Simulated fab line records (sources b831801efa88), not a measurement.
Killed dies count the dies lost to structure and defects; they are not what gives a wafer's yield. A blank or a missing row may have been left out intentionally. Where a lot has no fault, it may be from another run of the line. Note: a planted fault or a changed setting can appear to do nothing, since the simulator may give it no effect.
Comparing a struck lot with a sound one -- flow sky130 -- 43 steps out of a route of 708
Sound: wafers L132.2, L132.4, L132.5. Wafers L139.1, L139.3, L139.4 were the ones struck. The cause comes at the end.
For every step that has rows: the tool of each side, followed by ch and its chambers, followed by its first start. Under that, the readings that differ: sound wafers -- struck wafers -- difference of the means -- sigmas: that difference in standard deviations of wafers without a fault.
alike: readings whose means differ by less than 2 such deviations, and words and numbers that are the same on both sides. not compared: withheld readings, readings that some wafer has no value for, bounds like >300 that may hide the same value, and numbers for which the record gives no deviation and whose values overlap.
The two part at a step that has a row with sigmas, a row that says differs or no value, or rows on one side only. Numbers that have no deviation but don't overlap get no sigmas and don't part them. A reading missing from all wafers of one side parts the sides only when that side holds two or more wafers.

first, 5 steps without rows for these wafers: SKY_LDD_N_COAT_02 (resist thk 300 nm); SKY_LDD_N_SOFTBAKE_03 (time 60 s); SKY_LDD_N_EXPOSE_04 (exposes mask NTM, target cd 840 nm); SKY_LDD_N_PEB_05; SKY_LDD_N_DEVELOP_06 (develop time 58.15 s).
SKY_LDD_N_OVL_MEAS_07:
  struck on overlay-01, day 20 23:08; sound on overlay-01, day 19 17:03
reading,sound,struck,difference,sigmas
LDD_N_OVL (nm),-1.3 -3.8 -2.7,-0.2 -0.8 0.6,+2.5,+2
then, 6 steps without rows for these wafers: SKY_LDD_N_IMPLANT_08; SKY_LDD_N_IMPLANT_09; SKY_LDD_N_IMPLANT_10; SKY_LDD_N_IMPLANT_11; SKY_LDD_N_IMPLANT_12; SKY_LDD_N_IMPLANT_13.
SKY_LDD_N_IMPLANT_14:
  sound on implanter-04 ch 0, day 19 18:00; struck on implanter-04 ch 0, day 21 00:05
  alike: beamEnergyKeV, beamOnS
next, for these wafers, 1 step has no rows: SKY_LDD_N_IMPLANT_15.
SKY_LDD_N_STRIP_16: strips in O2/N2.
  sound on plasmaAsher-03 ch 0,1, day 19 18:17; struck on plasmaAsher-04 ch 0,1, day 21 00:23
  alike: drypumpMotorCurrentA, oesProductAu, stripTimeToEndpointS
  not compared: rfHoursCounterH
SKY_LDD_N_TW_MEAS_17:
  struck on filmMetro-04, day 21 00:29; sound on filmMetro-02, day 19 18:23
  alike: LDD_N_TW
then, 7 steps without rows for these wafers: SKY_LDD_P_DEHYDRATE_00 (time 60 s); SKY_LDD_P_HMDS_01 (prime time 60 s); SKY_LDD_P_COAT_02 (resist thk 1140 nm); SKY_LDD_P_SOFTBAKE_03 (time 60 s); SKY_LDD_P_EXPOSE_04 (exposes mask PSDM, target cd 380 nm); SKY_LDD_P_PEB_05; SKY_LDD_P_DEVELOP_06 (develop time 60 s).
SKY_LDD_P_CD_MEAS_07: the cd target is 380 nm.
  struck on cdSem-01, day 22 07:23; sound on cdSem-01, day 20 23:22
reading,sound,struck,difference,sigmas
cdNm (nm),390 387 388,376 376 377,-12,-4
SKY_LDD_P_OVL_MEAS_08:
  struck on overlay-02, day 22 07:31; sound on overlay-02, day 20 23:29
reading,sound,struck,difference,sigmas
LDD_P_OVL (nm),3.1 3.6 3.2,0.0 -0.8 0.9,-3.3,-2
next, for these wafers, 1 step has no rows: SKY_LDD_P_IMPLANT_09.
SKY_LDD_P_STRIP_10: strips in O2/N2.
  sound on plasmaAsher-01 ch 0, day 20 23:40; struck on plasmaAsher-03 ch 0,1, day 22 07:42
  alike: drypumpMotorCurrentA, oesProductAu, stripTimeToEndpointS
  not compared: rfHoursCounterH
SKY_LDD_P_TW_MEAS_11:
  struck on filmMetro-04, day 22 07:48; sound on filmMetro-03, day 20 23:46
  alike: LDD_P_TW
then, 7 steps without rows for these wafers: SKY_LDD_HVN_DEHYDRATE_00 (time 60 s); SKY_LDD_HVN_HMDS_01 (prime time 60 s); SKY_LDD_HVN_COAT_02 (resist thk 300 nm); SKY_LDD_HVN_SOFTBAKE_03 (time 60 s); SKY_LDD_HVN_EXPOSE_04 (exposes mask HVNTM, target cd 700 nm); SKY_LDD_HVN_PEB_05; SKY_LDD_HVN_DEVELOP_06 (develop time 60 s).
SKY_LDD_HVN_OVL_MEAS_07:
  struck on overlay-01, day 23 14:19; sound on overlay-01, day 22 06:19
  alike: LDD_HVN_OVL
next, for these wafers, 1 step has no rows: SKY_LDD_HVN_IMPLANT_08.
SKY_LDD_HVN_STRIP_09: strips in O2/N2.
  sound on plasmaAsher-03 ch 0, day 22 06:29; struck on plasmaAsher-03 ch 0,1, day 23 14:30
  alike: drypumpMotorCurrentA, oesProductAu, stripTimeToEndpointS
  not compared: rfHoursCounterH
SKY_LDD_HVN_TW_MEAS_10:
  struck on filmMetro-01, day 23 14:36; sound on filmMetro-02, day 22 06:36
reading,sound,struck,difference,sigmas
LDD_HVN_TW,1463 1462 1453,1438 1437 1437,-22,-2
then, 3 steps without rows for these wafers: SKY_LDD_HVP_DEHYDRATE_00 (time 60 s); SKY_LDD_HVP_HMDS_01 (prime time 60 s); SKY_LDD_HVP_COAT_02 (resist thk 300 nm).
-- here the record skips 24 days between the struck wafers' starts before and after, leaving off in module LDD_HVP and picking up in module PAD_OPEN (first step shown: number 708 of the route) --
SKY_PAD_OPEN_PROBE_99:
  struck on prober-02, day 48 00:15; sound on prober-01, day 46 22:16
reading,sound,struck,difference,sigmas
model.etest.nfet_01v8.driveUaUmRange,7.38 8.502 8.578,11.42 15.38 18.66,+7.00,
model.etest.nfet_01v8_swapped.vtSatV (V),0.6491 0.6469 0.6384,0.6284 0.6231 0.6287,-0.0181,
model.etest.nfet_01v8.vtVRange,0.006637 0.01332 0.007287,0.02383 0.01749 0.01869,+0.01092,
  alike: killed_at_M0_to_M3, killed_at_M4_up, killedAtContacts, killedAtFrontEnd, killedAtOther, killedDies, killedOnRim, killedOpen, killedShort

WHERE THEY PART
First at SKY_LDD_N_OVL_MEAS_07; last, within this record, at SKY_LDD_HVN_TW_MEAS_10. Later steps at which nothing parts them and some readings are alike: SKY_PAD_OPEN_PROBE_99.

WHY: whatever the simulator had introduced
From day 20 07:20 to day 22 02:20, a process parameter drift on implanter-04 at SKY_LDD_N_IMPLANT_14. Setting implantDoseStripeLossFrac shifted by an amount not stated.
